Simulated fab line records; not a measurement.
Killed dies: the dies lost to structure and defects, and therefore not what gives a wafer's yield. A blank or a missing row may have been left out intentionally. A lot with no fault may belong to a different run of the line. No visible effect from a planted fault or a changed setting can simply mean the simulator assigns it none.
What tool caused it?	flow gf180mcu	Sampling: 13 lots, 39 wafers, 3 of 602 route steps

== WHAT EACH GAUGE READ, for each wafer ==
GF_HV_LDD_CD_MEAS_31 targets a cd of 400 nm. Usual: cd nm 400.7 nm, standard deviation 2.4.
lot	measured	on	cd nm (nm)	flag
L499	day 11 09:52	cd sem-02	401.9 401.4 403.6	
L500	day 11 21:28	cd sem-01	396.5 397.2 396.5	
L506	day 13 20:59	cd sem-01	399.9 402.3 399.8	
L507	day 14 04:53	cd sem-02	401.4 401.1 401.8	
L511	day 15 10:54	cd sem-01	398.3 398.7 397.3	
L514	day 16 13:05	cd sem-01	403.3 405.1 404.1	
L515	day 16 18:55	cd sem-01	398.7 397.2 397.9	
L516	day 17 00:22	cd sem-01	402.7 402.3 402.7	
L518	day 17 17:36	cd sem-01	402.3 402.1 401.7	
L519	day 17 23:35	cd sem-01	401.1 400.4 401.5	
L520	day 18 10:19	cd sem-01	400.4 403.3 401.1	
L521	day 18 20:45	cd sem-01	395.6 396.5 397.5	
L522	day 19 02:40	cd sem-02	400.9 402.9 401.1	

GF_PSD_OVL_MEAS_08. Usual: PSD_OVL typically reads -0.9 nm, with standard deviation 1.3.
lot	measured	on	PSD_OVL (nm)	flag
L499	day 14 00:15	overlay-02	0.4 -0.3 1.1	
L500	day 14 15:14	overlay-02	-0.8 0.6 -0.4	
L506	day 16 18:41	overlay-01	-2.0 -1.0 -0.4	
L507	day 17 03:25	overlay-02	1.1 1.1 1.7	
L511	day 18 09:29	overlay-01	-2.1 -2.2 0.3	
L514	day 19 15:38	overlay-02	0.6 -1.6 -1.2	
L515	day 19 22:56	overlay-02	-0.2 -0.3 0.7	
L516	day 20 04:43	overlay-01	-2.0 -1.0 1.0	
L518	day 20 22:29	overlay-01	-1.3 0.0 -0.9	
L519	day 21 04:32	overlay-01	-1.6 -0.6 -0.4	
L520	day 21 15:29	overlay-01	-0.6 -0.7 -1.2	
L521	day 22 00:14	overlay-02	-1.6 -1.7 -1.9	
L522	day 22 09:07	overlay-01	-3.9 -0.3 -1.5	

GF_PSD_TW_MEAS_11. Usual: PSD_TW typically reads 3183, with standard deviation 44.
lot	measured	on	PSD_TW	flag
L499	day 14 00:32	film metro-04	3158 3159 3153	
L500	day 14 15:31	film metro-03	3216 3235 3231	
L506	day 16 18:58	film metro-04	3180 3153 3165	
L507	day 17 03:42	film metro-04	3167 3164 3158	
L511	day 18 09:47	film metro-03	3249 3235 3226	
L514	day 19 15:55	film metro-02	3106 3100 3113	
L515	day 19 23:13	film metro-02	3122 3108 3115	
L516	day 20 05:01	film metro-02	3110 3105 3105	
L518	day 20 22:47	film metro-03	3219 3214 3207	
L519	day 21 04:49	film metro-03	3235 3249 3240	
L520	day 21 15:46	film metro-03	3242 3237 3267	
L521	day 22 00:32	film metro-04	3161 3171 3167	
L522	day 22 09:25	film metro-04	3160 3155 3149	

== EACH LOT AND THE TOOL THAT RAN IT (in order: tool; ch and the chambers of the sampled wafers; start) ==
The record holds no process step before these readings.

== WHAT THE TOOLS THEMSELVES READ (means of the sampled wafers that have a number; where no wafer has one, the mark that the record gives instead) ==
The record holds no such reading with a usual standard deviation.

== THE ANSWER, worked out from the rows above alone ==
Rule: a lot is off if the mean of its wafers that have a number lies more than 3 standard deviations from the usual mean. Also off: a lot with no number at a reading for which 4 or more lots have one. All remaining lots with rows at the step are treated as sound. The gauges are gone through in route order, then the tools' own readings, and for those a lot's mean is taken as printed above. The first step at which some lot is off is used, and at that step the reading that is off furthest; a lot without a number counts as furthest.
None of the lots is off at any reading shown; this tells nothing.

== WHAT THE SIMULATOR HAD PUT IN ==
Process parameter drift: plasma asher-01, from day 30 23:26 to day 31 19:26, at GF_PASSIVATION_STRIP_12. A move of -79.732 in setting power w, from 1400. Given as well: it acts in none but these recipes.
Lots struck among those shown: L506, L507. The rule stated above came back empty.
